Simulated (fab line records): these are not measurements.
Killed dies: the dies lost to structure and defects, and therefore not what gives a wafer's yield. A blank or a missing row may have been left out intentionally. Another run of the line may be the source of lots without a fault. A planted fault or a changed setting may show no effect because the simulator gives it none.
Comparing a struck lot with a sound one	flow sky130	15 out of 708 route steps
Sound: these wafers, L138.2, L138.3, L138.6. Struck: wafer L145.4 (left out: L145.1, L145.5 of the same lot, which were not struck); the cause appears at the end.
For every step that has rows: the tool of each side, followed by ch and its chambers, followed by its first start. Under that, the readings that differ: sound wafers	struck wafers	difference of the means	sigmas: that difference in standard deviations of wafers without a fault.
alike: readings with means less than 2 such deviations apart, plus words and numbers identical on both sides. not compared: withheld readings, readings lacking a value on some wafer, bounds such as >300 that could conceal the same value, and numbers that have no deviation in the record and whose values overlap.
The two part at a step that has a row with sigmas, a row that says differs or no value, or rows on one side only. Non-overlapping numbers with no deviation appear without sigmas and do not part them. A reading that every wafer of one side lacks parts them only if that side has two wafers or more.

first, 1 step without rows for these wafers: SKY_METAL5_CLEAN_19 (cleans in O3/DIW).
SKY_PASSIVATION_CVD_00: deposits SiO2, target thk 90 nm.
  sound on pecvd-03 ch 0,1, day 44 04:56; struck on pecvd-01 ch 0, day 45 21:19
  alike: heater power w, rf fwd power W
SKY_PASSIVATION_THK_MEAS_01:
  sound: film metro-01 at day 44 04:58; struck: film metro-03 at day 45 21:20
  alike: PASSIVATION_CVD_00_THK
SKY_PASSIVATION_CVD_02: deposits Si3N4, target thk 540 nm.
  sound on pecvd-01 ch 0,2, day 44 05:01; struck on pecvd-03 ch 0, day 45 21:24
reading	sound	struck	difference	sigmas
rf fwd power W (W)	450.2 447.5 447.1	451.1	+2.8	+2
  alike: heater power w
SKY_PASSIVATION_THK_MEAS_03:
  sound: film metro-04 at day 44 05:21; struck: film metro-03 at day 45 21:38
  alike: PASSIVATION_CVD_02_THK
then, 7 steps without rows for these wafers: SKY_PASSIVATION_DEHYDRATE_04 (time 60 s); SKY_PASSIVATION_HMDS_05 (prime time 60 s); SKY_PASSIVATION_COAT_06 (resist thk 3000 nm); SKY_PASSIVATION_SOFTBAKE_07; SKY_PASSIVATION_EXPOSE_08 (exposes mask NSM, target cd 3000 nm); SKY_PASSIVATION_PEB_09; SKY_PASSIVATION_DEVELOP_10 (develop time 60 s).
SKY_PASSIVATION_ETCH_11: etches the open film in CF4/O2, stops on AlCu, target depth 725 nm, time 161.1 s.
  sound on rie diel-02 ch 1,3, day 45 04:17; struck on rie diel-02 ch 0, day 46 17:44
reading	sound	struck	difference	sigmas
model.coat_of_PASSIVATION_COAT_06.thk nm (nm)	2524 2528 2517	2251	-272	
  alike: drypump motor current A, oes product au, rf fwd power W, throttle valve pct
  not compared: rf hours counter h
SKY_PASSIVATION_STRIP_12: strips in O2/N2.
  sound on plasma asher-02 ch 0,1, day 45 04:23; struck on plasma asher-01 ch 0, day 46 17:50
reading	sound	struck	difference	sigmas
drypump motor current A (A)	5.38 5.31 5.37	6.05	+0.70	+2
strip time to endpoint s (s)	31.61 31.67 31.53	28.41	-3.19	-21
  alike: oes product au
  not compared: rf hours counter h
then, 1 step without rows for these wafers: SKY_PAD_OPEN_DEHYDRATE_00 (time 60 s).

## WHERE THEY PART
Last at SKY_PASSIVATION_STRIP_12 as far as this record goes, first at SKY_PASSIVATION_CVD_02.

WHY: whatever the simulator had introduced
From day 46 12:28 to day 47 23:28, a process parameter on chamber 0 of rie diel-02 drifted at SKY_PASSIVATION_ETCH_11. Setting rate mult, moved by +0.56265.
